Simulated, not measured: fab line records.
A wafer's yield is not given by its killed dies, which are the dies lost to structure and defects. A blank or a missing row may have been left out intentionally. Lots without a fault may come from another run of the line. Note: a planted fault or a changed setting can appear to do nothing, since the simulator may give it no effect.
8D (eight disciplines) problem report, filled in by code :: flow sky130 :: the parts of the form that need people (team, actions taken, sign-off) are left out

1. WHAT IS WRONG
SKY_METAL4_SPUTTER_00, chamber-pressure-pa: mean 0.3866 Pa over 1 wafer from 1 lot; wafers with no fault: 0.3999 Pa, standard deviation 0.00075. Relative to the usual mean, that is a shift of -18 standard deviations.
The step: material Ti, target thk 15 nm, time 10 s.
First observed at day 41 17:44: wafer L308.6, on pvd-sputter-04. Wafers with a number at this step in the record: 37, from 13 lots. Rule for "out", or "out of limits": more than 4 standard deviations from the usual mean. The other wafers with a number count as sound.

2. WHAT IT IS; WHAT IT IS NOT
question: which readings at this step
is: chamber-pressure-pa
is not: throttle-valve-pct

question: which lots
is: L308
is not: L301, L302, L305, L306, L307, L309, L314, L315, L317, L319, L320, L323

question: which wafers of those lots
is: all that have a number
is not: -

question: read on which tools
is: pvd-sputter-04
is not: pvd-sputter-01, pvd-sputter-02

question: when
is: from day 41 17:44
is not: up to then (15 sound wafers); but 21 sound wafers of L309, L314, L315, L317, L319, L320, L323 came after

3. WHAT RULES OUT EACH SUSPECT
Counting: any tool at a process step up to the reading is kept as a suspect provided that every lot that is out went through it and no sound lot did after the first of them.
- cmp-01 at SKY_VIA3_CMP_02 (polishes SiO2): ruled out as a lasting fault. After its first lot that is out, L308 (day 40 15:50), sound lots L315, L317, L320, L323 ran on it.
- cvd-w-01 at SKY_VIA3_CVD_21 (deposits W, target thk 390 nm, time 117.31 s): ruled out as a lasting fault. After its first lot that is out, L308 (day 41 17:13), sound lots L309, L317, L319 ran on it.
- pvd-sputter-04 at SKY_METAL4_SPUTTER_00 (material Ti, target thk 15 nm, time 10 s): kept. It ran the lot that is out, L308 (day 41 17:44), and no sound lot after that; its last sound lot up to then is L306 (day 41 09:56). Its own readings are out on those wafers: chamber-pressure-pa.
Remaining after the count: pvd-sputter-04 at SKY_METAL4_SPUTTER_00.

4. THE CAUSE (what the simulator had put in)
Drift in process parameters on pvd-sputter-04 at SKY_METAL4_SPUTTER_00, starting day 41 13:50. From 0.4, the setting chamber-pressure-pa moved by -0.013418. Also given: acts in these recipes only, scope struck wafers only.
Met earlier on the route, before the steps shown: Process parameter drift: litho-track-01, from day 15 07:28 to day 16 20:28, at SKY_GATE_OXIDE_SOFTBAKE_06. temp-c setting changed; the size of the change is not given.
After counting, this tool was the only one left.

5. THE CHAIN OF EFFECTS, in route order
Each row: a reading where the mean over the struck wafers with a number is more than 3 standard deviations away from the usual. Scope: only readings with a usual standard deviation given in the record; hours: median across lots of the time from each lot's start at the first step in this table that gives one to its start at this step; sigmas: change in usual standard deviations.
hours: 0
step: SKY_METAL4_SPUTTER_00
reading: chamber-pressure-pa
usual: 0.3999 Pa
on struck wafers: 0.3866
change: -0.0133
sigmas: -18
The process steps in it:
- SKY_METAL4_SPUTTER_00: material Ti, target thk 15 nm, time 10 s.

6. WHAT WOULD HAVE CAUGHT IT SOONER
First out-of-limits reading in this record: day 41 17:44, which is 4 hours after fault onset at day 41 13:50.
